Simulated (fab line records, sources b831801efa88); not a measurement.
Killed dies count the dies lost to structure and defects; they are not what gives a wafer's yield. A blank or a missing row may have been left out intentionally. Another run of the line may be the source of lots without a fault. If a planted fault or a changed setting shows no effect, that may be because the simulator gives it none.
A struck lot beside a sound one | flow sky130 | 21 out of 708 route steps
Sound: wafers L843.3, L843.5, L843.6. Struck: wafers L857.1, L857.3, L857.4. The cause comes at the end.
At each step with rows: each side's tool, then ch and its chambers, then its first start. Under that, the readings that differ: sound wafers | struck wafers | difference of the means | sigmas: that difference in standard deviations of wafers without a fault.
alike: same words and numbers on both sides, and readings whose means sit less than 2 such deviations apart. not compared: any withheld reading, any reading some wafer has no value for, any bound like >300 that may hide the same value, and any number with overlapping values for which the record gives no deviation.
A row with sigmas, a row that says differs or no value, or rows on one side alone: a step with any of these is where the two part. Non-overlapping numbers with no deviation appear without sigmas and do not part them. A reading missing from all wafers of one side parts the sides only when that side holds two or more wafers.

SKY_METAL5_DESCUM_14: chemistry O2, time 11 s.
  sound on rie metal-04 ch 0,1, day 45 06:33; struck on rie metal-02 ch 0,1, day 49 06:14
  alike: drypump motor current A, oes product au
  not compared: rf hours counter h
SKY_METAL5_METAL_ETCH_15: etches the open film in Cl2/BCl3, stops on SiO2, target depth 1260 nm, time 252 s.
  sound on rie metal-04 ch 0,1, day 45 06:39; struck on rie metal-02 ch 0,1, day 49 06:16
  alike: drypump motor current A, oes product au, throttle valve pct
  not compared: rf hours counter h
SKY_METAL5_STRIP_16: strips in O2/N2.
  sound on plasma asher-02 ch 0,1, day 45 06:50; struck on plasma asher-03 ch 0,1, day 49 06:31
  alike: drypump motor current A, o2 flow sccm, oes product au, strip time to endpoint s
  not compared: rf hours counter h
then, 3 steps without rows for these wafers: SKY_METAL5_STRIP_17 (strips in post etch residue remover, time 1200 s); SKY_METAL5_CLEAN_18 (cleans in IPA, time 180 s); SKY_METAL5_CLEAN_19 (cleans in O3/DIW).
SKY_PASSIVATION_CVD_00: deposits SiO2, target thk 90 nm.
  sound on pecvd-01 ch 0,2, day 45 07:23; struck on pecvd-01 ch 0,1, day 49 07:06
  alike: heater power w
SKY_PASSIVATION_THK_MEAS_01:
  sound: film metro-02 at day 45 07:26; struck: film metro-02 at day 49 07:07
  alike: PASSIVATION_CVD_00_THK
SKY_PASSIVATION_CVD_02: deposits Si3N4, target thk 540 nm.
  sound on pecvd-03 ch 0,1, day 45 07:29; struck on pecvd-03 ch 1,2, day 49 07:11
  alike: heater power w
SKY_PASSIVATION_THK_MEAS_03:
  sound: film metro-04 at day 45 07:43; struck: film metro-04 at day 49 07:25
  alike: PASSIVATION_CVD_02_THK
then, 2 steps without rows for these wafers: SKY_PASSIVATION_DEHYDRATE_04 (time 60 s); SKY_PASSIVATION_HMDS_05 (prime time 60 s).
SKY_PASSIVATION_COAT_06: resist thk 3000 nm.
  sound on litho track-04 ch 0, day 45 18:11; struck on litho track-04 ch 0, day 49 16:02
  reading                                       | sound                | struck               | difference | sigmas
  spin speed rpm (rpm)                          | 2005.4 2001.7 2000.8 | 2221.6 2219.2 2221.6 | +218.2     | +99 or more
  model.coat_of_PASSIVATION_COAT_06.thk nm (nm) | 3007 3016 3011       | 2846 2852 2854       | -161       |
then, 4 steps without rows for these wafers: SKY_PASSIVATION_SOFTBAKE_07; SKY_PASSIVATION_EXPOSE_08 (exposes mask NSM, target cd 3000 nm); SKY_PASSIVATION_PEB_09; SKY_PASSIVATION_DEVELOP_10 (develop time 60 s).
SKY_PASSIVATION_ETCH_11: etches the open film in CF4/O2, stops on AlCu, target depth 725 nm, time 161.1 s.
  sound on rie diel-02 ch 0,3, day 46 04:38; struck on rie diel-02 ch 0,1,2, day 50 00:04
  reading                                       | sound          | struck         | difference | sigmas
  model.coat_of_PASSIVATION_COAT_06.thk nm (nm) | 2517 2523 2514 | 2363 2375 2365 | -150       |
  model.PASSIVATION.cd nm (nm)                  | 2993 2991 2985 | 3014 3011 3011 | +22        |
  alike: cf4 flow sccm, drypump motor current A, oes product au, throttle valve pct
  not compared: rf hours counter h
SKY_PASSIVATION_STRIP_12: strips in O2/N2.
  sound on plasma asher-01 ch 0,1, day 46 04:46; struck on plasma asher-03 ch 0,1, day 50 00:10
  reading                      | sound             | struck            | difference | sigmas
  strip time to endpoint s (s) | 31.52 31.59 31.50 | 29.73 29.86 29.77 | -1.75      | -12
  alike: drypump motor current A, o2 flow sccm, oes product au
  not compared: rf hours counter h
then, 1 step without rows for these wafers: SKY_PAD_OPEN_DEHYDRATE_00 (time 60 s).
SKY_PAD_OPEN_PROBE_99:
  sound: prober-01 at day 47 03:35; struck: prober-02 at day 50 19:52
  alike: defect limited yield, killed_at_M0_to_M3, killed_at_M4_up, killed at contacts, killed at front end, killed at other, killed dies, killed open, killed short, sort_bin_3_pad_short, sort_bin_5_function, sort_bin_6_memory, sort n pass, sort yield pct

## WHERE THEY PART
First at SKY_PASSIVATION_COAT_06; last, within this record, at SKY_PASSIVATION_STRIP_12. Later steps at which nothing parts them and some readings are alike: SKY_PAD_OPEN_PROBE_99.

WHY: the cause the simulator had injected
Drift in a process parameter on litho track-04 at SKY_PASSIVATION_COAT_06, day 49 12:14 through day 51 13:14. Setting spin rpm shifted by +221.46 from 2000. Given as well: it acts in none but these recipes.
